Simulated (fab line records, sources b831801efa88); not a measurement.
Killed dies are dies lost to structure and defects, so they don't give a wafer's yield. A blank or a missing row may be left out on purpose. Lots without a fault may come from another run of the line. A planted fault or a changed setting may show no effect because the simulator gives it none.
Problem report in the 8D (eight disciplines) form, filled by code | flow sky130 | the parts of the form that need people (team, actions taken, sign-off) are left out

1. THE PROBLEM
LI_CONTACT_HDPCVD_THK at SKY_LI_CONTACT_THK_MEAS_01 reads a mean of 1650 nm on 2 wafers of 2 lots; wafers without a fault read 931 nm with a standard deviation of 8.1. That is +89 standard deviations from the usual mean.
First seen on wafer L619.5, day 32 00:38, on film_metro-02. The record holds 31 wafers of 11 lots with a number at this step. Rule for "out", or "out of limits": more than 4 standard deviations from the usual mean. The other wafers with a number count as sound.

2. WHAT IT IS AND WHAT IT IS NOT
question                    | is                           | is not
which readings at this step | LI_CONTACT_HDPCVD_THK        | -
which lots                  | L619, L623                   | L614, L615, L616, L626, L628, L630, L631, L632, L633
which wafers of those lots  | L619.5, L623.1               | L619.4, L623.4
read on which gauges        | film_metro-02, film_metro-03 | film_metro-01
when                        | from day 32 00:38            | up to then (10 sound wafers); but 19 sound wafers of L623, L626, L628, L630, L631, L632, L633 came after

3. SUSPECTS, AND WHAT RULES EACH OUT
Counting: a tool at a process step up to the reading stays a suspect if it ran every lot that is out. Sound lots after the first of them don't rule it out here, since some wafers of a struck lot are sound.
- the gauge at SKY_LI_CONTACT_THK_MEAS_01: ruled out. The wafers that are out were read on 2 gauges (film_metro-02, film_metro-03).
- hdpcvd-02 at SKY_LI_CONTACT_HDPCVD_00 (deposits PSG, target thk 930 nm, time 155 s): kept. It ran every lot that is out, first L619 (day 32 00:33); its last sound lot up to then is L615 (day 30 13:24).
Left after counting: hdpcvd-02 at SKY_LI_CONTACT_HDPCVD_00.

4. THE CAUSE (what the simulator had put in)
Process parameter drift: hdpcvd-02, from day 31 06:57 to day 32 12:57, at SKY_LI_CONTACT_HDPCVD_00. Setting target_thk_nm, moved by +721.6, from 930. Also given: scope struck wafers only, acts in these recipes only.
Counting left only this tool.

5. THE CHAIN OF EFFECTS, in route order
Each row: a reading whose mean over the struck wafers that have a number lies more than 3 standard deviations from the usual. Only readings for which the record gives a usual standard deviation are gone through. hours: the time from each lot's start at the first step in this table that gives one to its start at this step, as a median over the lots. sigmas: the change in usual standard deviations.
hours | step                       | reading               | usual  | on struck wafers | change | sigmas
0     | SKY_LI_CONTACT_THK_MEAS_01 | LI_CONTACT_HDPCVD_THK | 931 nm | 1650             | +720   | +89
0     | SKY_LI_CONTACT_CMP_02      | time_to_endpoint_s    | 33 s   | 106              | +74    | +23
The process steps in it:
- SKY_LI_CONTACT_CMP_02: polishes PSG.

6. WHAT WOULD HAVE CAUGHT IT SOONER
In this record the first reading out of limits at a measuring or inspecting step was taken at day 32 00:38, 18 hours after the fault began at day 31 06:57.
Of the tool readings at SKY_LI_CONTACT_HDPCVD_00 for which the record gives a usual standard deviation, none was out on any struck wafer, so an alarm limit of 4 standard deviations on them would not have fired.
Of the lots that are out (2), L623 began SKY_LI_CONTACT_HDPCVD_00 on hdpcvd-02 after day 32 00:38. A hold on the tool at that time would have spared it.
